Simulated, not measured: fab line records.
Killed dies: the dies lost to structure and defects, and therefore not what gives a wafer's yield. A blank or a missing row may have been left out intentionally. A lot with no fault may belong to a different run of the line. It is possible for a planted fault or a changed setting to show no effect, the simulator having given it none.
A struck lot beside a sound one	flow sky130	29 steps out of a route of 708
Sound: wafers L549.1, L549.5, L549.6. The struck wafers were L553.1, L553.3, L553.5. At the end, the cause is stated.
At each step with rows: each side's tool, then ch and its chambers, then its first start. Under that, the readings that differ: sound wafers	struck wafers	difference of the means	sigmas: that difference in standard deviations of wafers without a fault.
alike: readings with means less than 2 such deviations apart, plus words and numbers identical on both sides. not compared: withheld readings, readings lacking a value on some wafer, bounds such as >300 that could conceal the same value, and numbers that have no deviation in the record and whose values overlap.
Wherever a step has rows on one side only, a row that says differs or no value, or a row with sigmas, the two part there. When numbers do not overlap yet have no deviation, they are printed without sigmas and do not part them. A reading missing from all wafers of one side parts the sides only when that side holds two or more wafers.

SKY_PWDE_STRIP_09: strips in O2/N2.
  sound on plasmaAsher-02 ch 0,1, day 6 07:58; struck on plasmaAsher-02 ch 0,1, day 7 08:40
  alike: chamberPressureMTorr, drypumpMotorCurrentA, oesProductAu, stripTimeToEndpointS
  not compared: rfHoursCounterH
SKY_PWDE_TW_MEAS_10:
  sound: filmMetro-04 at day 6 08:04; struck: filmMetro-01 at day 7 08:49
  alike: PWDE_TW
then, 7 steps without rows for these wafers: SKY_NWELL_DEHYDRATE_03 (time 60 s); SKY_NWELL_HMDS_04 (prime time 60 s); SKY_NWELL_COAT_05 (resist thk 3000 nm); SKY_NWELL_SOFTBAKE_06; SKY_NWELL_EXPOSE_07 (exposes mask NWM, target cd 840 nm); SKY_NWELL_PEB_08; SKY_NWELL_DEVELOP_09 (develop time 60 s).
SKY_NWELL_OVL_MEAS_10:
  sound: overlay-02 at day 7 02:48; struck: overlay-02 at day 8 04:44
  alike: NWELL_00_OVL
then, 2 steps without rows for these wafers: SKY_NWELL_IMPLANT_11; SKY_NWELL_IMPLANT_12.
SKY_NWELL_IMPLANT_13:
  struck on implanter-04, day 8 05:05; sound on implanter-02 ch 0, day 7 03:08
  no value came back on the struck wafers for beamEnergyKeV, beamOnS (s), endStationPressureTorr (Torr); on the sound wafers beamEnergyKeV reads 49.999 50.004 49.982
SKY_NWELL_STRIP_14: strips in O2/N2.
  sound on plasmaAsher-04 ch 0,1, day 7 03:17; struck on plasmaAsher-02 ch 0,1, day 8 05:14
  alike: chamberPressureMTorr, drypumpMotorCurrentA, oesProductAu, stripTimeToEndpointS
  not compared: rfHoursCounterH
SKY_NWELL_TW_MEAS_15:
  sound: filmMetro-04 at day 7 03:23; struck: filmMetro-04 at day 8 05:20
  alike: NWELL_TW
then, 7 steps without rows for these wafers: SKY_NWELL_DEHYDRATE_16 (time 60 s); SKY_NWELL_HMDS_17 (prime time 60 s); SKY_NWELL_COAT_18 (resist thk 3000 nm); SKY_NWELL_SOFTBAKE_19; SKY_NWELL_EXPOSE_20 (exposes mask NWM COMPLEMENT, target cd 840 nm); SKY_NWELL_PEB_21; SKY_NWELL_DEVELOP_22 (develop time 60 s).
SKY_NWELL_OVL_MEAS_23:
  sound: overlay-02 at day 7 23:45; struck: overlay-01 at day 9 01:59
  alike: NWELL_01_OVL
next, for these wafers, 1 step has no rows: SKY_NWELL_IMPLANT_24.
SKY_NWELL_STRIP_25: strips in O2/N2.
  sound on plasmaAsher-03 ch 0,1, day 7 23:56; struck on plasmaAsher-03 ch 0,1, day 9 02:10
  alike: chamberPressureMTorr, drypumpMotorCurrentA, oesProductAu, stripTimeToEndpointS
  not compared: rfHoursCounterH
SKY_NWELL_TW_MEAS_26:
  sound: filmMetro-04 at day 8 00:02; struck: filmMetro-03 at day 9 02:16
  alike: NWELL_2_TW
then, 1 step without rows for these wafers: SKY_NWELL_CLEAN_27 (cleans in SC1/SC2, time 150 s).
SKY_NWELL_RTA_28: time 30 s.
  sound on rtpAnneal-02 ch 0, day 8 00:09; struck on rtpAnneal-02 ch 0, day 9 02:23
  alike: lampPowerPct, wafer_temp_C_max
SKY_NWELL_RS_MEAS_29: measures by four-point-probe.
  sound: filmMetro-01 at day 8 00:15; struck: filmMetro-04 at day 9 02:29
reading	sound	struck	difference	sigmas
NWELL_RS (ohm/sq)	623.0 623.8 624.2	649.1 647.3 648.4	+24.6	+14

== WHERE THEY PART ==
At SKY_NWELL_IMPLANT_13 first; at SKY_NWELL_RS_MEAS_29 last (within this record only).

WHY: what had been put in by the simulator
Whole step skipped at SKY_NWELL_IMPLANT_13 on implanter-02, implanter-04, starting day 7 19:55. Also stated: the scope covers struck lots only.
